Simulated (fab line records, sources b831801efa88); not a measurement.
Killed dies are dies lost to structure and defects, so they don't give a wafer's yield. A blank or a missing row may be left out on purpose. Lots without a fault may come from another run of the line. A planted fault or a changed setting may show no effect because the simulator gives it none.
Chamber matching | flow sky130 | SKY_VIA4_CMP_02 on cmp-02: 4 sister chambers
The step polishes SiO2. 14 wafers are shown with their chamber, then 7 later ones without.

WAFERS WITH THEIR CHAMBER
wafer  | chamber | motor_current_A (A)
L700.2 | 1       | 10.2
L700.4 | 3       | 13.0
L700.6 | 1       | 10.2
L701.1 | 0       | 14.1
L701.2 | 3       | 12.7
L701.5 | 0       | 12.5
L704.1 | 0       | 13.5
L704.5 | 3       | 13.5
L704.6 | 2       | 11.3
L705.1 | 3       | 13.8
L705.2 | 2       | 11.1
L705.3 | 0       | 13.2
L707.3 | 2       | 10.8
L707.5 | 0       | 13.0

SIGNATURES (means of the wafers above)
reading         | chamber 0 | chamber 1 | chamber 2 | chamber 3 | scatter within a chamber
motor_current_A | 13.260    | 10.200    | 11.067    | 13.250    | 0.476
Rule: a wafer's distance from a chamber is the root of the sum, over the readings, of the square of ((its reading less the chamber's mean) divided by the reading's scatter). The wafer belongs to the nearest chamber; if the next one is less than 2 further off, it can't be placed. The scatter: the root of (the sum of the squares of (reading less its chamber's mean) over the shown wafers, divided by (wafers less chambers)).

WAFERS WITHOUT THEIR CHAMBER
wafer  | motor_current_A (A)
L707.6 | 13.2
L713.1 | 13.0
L713.3 | 11.3
L713.4 | 13.7
L712.2 | 10.7
L712.5 | 13.7
L712.6 | 11.1

WHICH CHAMBER EACH WENT THROUGH
wafer  | from the rows above     | in truth
L707.6 | can't be placed: 3 or 0 | 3
L713.1 | can't be placed: 3 or 0 | 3
L713.3 | can't be placed: 2 or 1 | 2
L713.4 | can't be placed: 0 or 3 | 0
L712.2 | can't be placed: 2 or 1 | 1
L712.5 | can't be placed: 0 or 3 | 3
L712.6 | can't be placed: 2 or 1 | 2
Placed correctly: 0 of 7. Can't be placed from these rows: 7 (the true chamber is among the candidates in 7). Placed wrongly: 0.
